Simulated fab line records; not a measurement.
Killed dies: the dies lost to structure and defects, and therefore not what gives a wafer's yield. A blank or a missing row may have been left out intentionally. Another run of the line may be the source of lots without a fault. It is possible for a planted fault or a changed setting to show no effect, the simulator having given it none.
2 desks, one fault / flow gf180mcu / each desk holds nothing but its own numbers, with what lay behind them at the end

DESK OF THE TOOL OWNER: pvd-sputter-02
The tool's own readings at GF_MIM_SPUTTER_08 (material AlCu, target thk 200 nm, time 10.6 s): means of the sampled wafers that have a number, for each lot that ran on this tool. Marked OUT: a lot whose mean sits more than 4 standard deviations from the usual mean, which makes it out of limits; the brackets give that distance.
Columns: A = throttle-valve-pct at GF_MIM_SPUTTER_08, usual 29.8 %
lot=L290; first seen here=day 26 20:26; A=29.6
lot=L291; first seen here=day 27 07:14; A=29.9
lot=L294; first seen here=day 28 02:17; A=27.2
This desk found nothing out of limits on any of the 3 lots.

THE METROLOGY DESK
What the gauges read for every lot (on any tool): the sampled wafers with a number, averaged. Marked OUT: a lot whose mean sits more than 4 standard deviations from the usual mean, which makes it out of limits; the brackets give that distance.
Columns: A = M4_OVL at GF_M4_OVL_MEAS_15, usual 2 nm; B = MIM_ALCU_RS at GF_MIM_RS_MEAS_10, usual 0.1594 ohm/sq; C = MIM_ALCU_THK at GF_MIM_THK_MEAS_11, usual 200 nm
lot=L283; first seen here=day 23 09:56; A=2; B=0.1599; C=201
lot=L288; first seen here=day 25 01:44; A=4; B=0.1623; C=195
lot=L289; first seen here=day 25 11:56; A=-2; B=0.1594; C=202
lot=L290; first seen here=day 25 20:32; A=-4; B=0.1595; C=200
lot=L291; first seen here=day 26 07:23; A=8; B=0.1582; C=202
lot=L294; first seen here=day 27 02:50; A=5; B=0.1758 (+8.6) OUT; C=181 (-6.3) OUT
lot=L296; first seen here=day 27 18:03; A=3; B=0.1592; C=201
lot=L297; first seen here=day 28 02:41; A=5; B=0.1620; C=195
lot=L302; first seen here=day 29 08:56; A=-8; B=0.1609; C=200
lot=L303; first seen here=day 29 14:41; A=4; B=0.1624; C=194
lot=L305; first seen here=day 30 06:56; A=-1; B=0.1610; C=199
This desk finds L294 out of limits, with the earliest case on L294 at day 28 02:20 (MIM_ALCU_RS at GF_MIM_RS_MEAS_10). In limits: L283, L288, L289, L290, L291, L296, L297, L302, L303, L305.

TAKEN TOGETHER
At day 28 02:20 the metrology desk could have sounded an alarm, on L294.
The tool owner's desk saw nothing out of limits.
Tool owner's desk: L294 on record, inside its limits.
Every lot named ran GF_MIM_SPUTTER_08 on pvd-sputter-02.

WHAT THE SIMULATOR HAD INSERTED
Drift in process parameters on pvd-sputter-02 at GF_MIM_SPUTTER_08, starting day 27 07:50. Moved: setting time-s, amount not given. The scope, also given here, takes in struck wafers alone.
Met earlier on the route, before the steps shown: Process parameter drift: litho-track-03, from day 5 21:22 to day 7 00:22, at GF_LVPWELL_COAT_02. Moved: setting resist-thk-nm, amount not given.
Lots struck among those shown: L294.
Per desk, hours elapsed from the start of the fault to the first reading out of limits: for the metrology desk, 18.
